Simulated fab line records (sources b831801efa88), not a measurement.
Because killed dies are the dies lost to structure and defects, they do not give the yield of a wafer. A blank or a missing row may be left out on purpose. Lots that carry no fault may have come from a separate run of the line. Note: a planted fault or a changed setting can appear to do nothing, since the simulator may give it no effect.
A lot that was struck, set against a sound lot || flow gf180mcu || 40 out of 602 route steps
Sound: these wafers, L469.1, L469.4, L469.5. Struck: wafers L481.1, L481.4 (left out: L481.3, a lot-mate that was not struck); the cause follows at the end.
Order at every step that has rows: each side's tool, ch and its chambers, its first start. Under that, the readings that differ: sound wafers || struck wafers || difference of the means || sigmas: that difference in standard deviations of wafers without a fault.
alike: same words and numbers on both sides, and readings whose means sit less than 2 such deviations apart. not compared: any withheld reading, any reading some wafer has no value for, any bound like >300 that may hide the same value, and any number with overlapping values for which the record gives no deviation.
A row with sigmas, a row that says differs or no value, or rows on one side alone: a step with any of these is where the two part. Non-overlapping numbers with no deviation appear without sigmas and do not part them. A reading that every wafer of one side lacks parts them only if that side has two wafers or more.

GF_V4_RS_MEAS_24: the measuring method here is four-point-probe.
  struck on filmMetro-01, day 29 14:44; sound on filmMetro-03, day 25 21:33
  alike: V4_W_RS
GF_V4_THK_MEAS_25: measures by xrf.
  struck on filmMetro-01, day 29 14:52; sound on filmMetro-03, day 25 21:40
  alike: V4_W_THK
GF_V4_CMP_26: polishes, stops on SiO2, t overpolish 15 s, target thk 0 nm.
  sound on cmp-02 ch 0,1,2, day 25 21:47; struck on cmp-01 ch 1,2, day 29 14:55
  alike: headPressurePsi, motorCurrentA, overpolishRunS, slurryFlowMlMin, timeToEndpointS
then, 2 steps without rows for these wafers: GF_MIM_SPUTTER_00 (material Ti, target thk 37.5 nm, time 150 s); GF_MIM_SPUTTER_01 (material TiN, target thk 30 nm, time 25 s).
GF_MIM_SPUTTER_02: material AlCu, target thk 450 nm, time 23.9 s.
  struck on pvdSputter-03, day 29 15:21; sound on pvdSputter-04, day 25 22:10
  alike: throttleValvePct
GF_MIM_SPUTTER_03: material Ti, target thk 10 nm, time 6.7 s.
  struck on pvdSputter-03, day 29 15:23; sound on pvdSputter-04, day 25 22:11
  alike: throttleValvePct
then, 2 steps without rows for these wafers: GF_MIM_SPUTTER_04 (material TiN, target thk 50 nm, time 41.7 s); GF_MIM_CVD_05 (deposits Si3N4, target thk 42 nm, time 29.086 s).
GF_MIM_THK_MEAS_06:
  struck on filmMetro-02, day 29 15:28; sound on filmMetro-04, day 25 22:17
  alike: MIM_CVD_05_THK
then, 1 step without rows for these wafers: GF_MIM_SPUTTER_07 (material TiN, target thk 60 nm, time 50 s).
GF_MIM_SPUTTER_08: material AlCu, target thk 200 nm, time 10.6 s.
  struck on pvdSputter-04, day 29 15:35; sound on pvdSputter-01, day 25 22:23
  alike: throttleValvePct
GF_MIM_SPUTTER_09: material TiN, target thk 35 nm, time 29.2 s.
  struck on pvdSputter-04, day 29 15:36; sound on pvdSputter-01, day 25 22:25
{"reading": "model.TiN_of_MIM_SPUTTER_09.thkNm (nm)", "sound": "35.08 35.71 34.52", "struck": "37.85 37.85", "difference": "+2.75", "sigmas": ""}
  alike: throttleValvePct
GF_MIM_RS_MEAS_10: the measuring method here is four-point-probe.
  struck on filmMetro-03, day 29 15:38; sound on filmMetro-03, day 25 22:26
  alike: MIM_ALCU_RS
GF_MIM_THK_MEAS_11: measures by xrf.
  struck on filmMetro-03, day 29 15:45; sound on filmMetro-03, day 25 22:34
{"reading": "MIM_ALCU_THK (nm)", "sound": "201.3 205.9 202.4", "struck": "197.3 197.6", "difference": -5.8, "sigmas": -2}
then, 7 steps without rows for these wafers: GF_MIM_DEHYDRATE_12 (time 60 s); GF_MIM_HMDS_13 (prime time 60 s); GF_MIM_COAT_14 (resist thk 1000 nm); GF_MIM_SOFTBAKE_15 (time 60 s); GF_MIM_EXPOSE_16 (exposes mask FuseTop, target cd 2000 nm); GF_MIM_PEB_17; GF_MIM_DEVELOP_18 (develop time 60 s).
GF_MIM_METAL_ETCH_19: etches the open film in Cl2/BCl3, stops on Si3N4, target depth 324.5 nm, time 54.1 s.
  sound on rieMetal-03 ch 0,1, day 26 19:26; struck on rieMetal-03 ch 0, day 30 10:11
  alike: drypumpMotorCurrentA, oesProductAu, throttleValvePct
  not compared: rfHoursCounterH
then, 10 steps without rows for these wafers: GF_MIM_STRIP_20 (strips in O2/N2); GF_MIM_STRIP_21 (strips in post etch residue remover, time 1200 s); GF_MIM_CLEAN_22 (cleans in DIW); GF_M5_DEHYDRATE_00 (time 60 s); GF_M5_HMDS_01 (prime time 60 s); GF_M5_COAT_02 (resist thk 1000 nm); GF_M5_SOFTBAKE_03 (time 60 s); GF_M5_EXPOSE_04 (exposes mask Metal5, target cd 280 nm); GF_M5_PEB_05 (peb time 90 s); GF_M5_DEVELOP_06 (develop time 60 s).
GF_M5_CD_MEAS_07: the cd target is 280 nm.
  struck on cdSem-02, day 31 05:18; sound on cdSem-02, day 27 16:02
  alike: cdNm
GF_M5_OVL_MEAS_08:
  struck on overlay-02, day 31 05:25; sound on overlay-01, day 27 16:09
  alike: M5_OVL
then, 3 steps without rows for these wafers: GF_M5_ETCH_09 (etches Si3N4 in CF4/O2, target depth 52 nm, time 11.6 s); GF_M5_METAL_ETCH_10 (etches the open film in Cl2/BCl3, stops on SiO2, target depth 750.8 nm, time 125.1 s); GF_M5_STRIP_11 (strips in O2/N2).
GF_M5_STRIP_12: strips in post etch residue remover, time 1200 s.
  sound on wetBench-04 ch 2, day 27 16:26; struck on wetBench-01 ch 0, day 31 05:43
{"reading": "model.TiN_of_MIM_SPUTTER_09.thkNm (nm)", "sound": "34.24 34.88 33.69", "struck": "37.02 37.02", "difference": "+2.75", "sigmas": ""}
  alike: tempC
then, 1 step without rows for these wafers: GF_M5_CLEAN_13 (cleans in DIW).

## WHERE THEY PART
Within this record, at GF_MIM_THK_MEAS_11 only. Later steps at which nothing parts them and some readings are alike: GF_MIM_METAL_ETCH_19, GF_M5_CD_MEAS_07, GF_M5_OVL_MEAS_08, GF_M5_STRIP_12.

WHY: what the simulator had put in
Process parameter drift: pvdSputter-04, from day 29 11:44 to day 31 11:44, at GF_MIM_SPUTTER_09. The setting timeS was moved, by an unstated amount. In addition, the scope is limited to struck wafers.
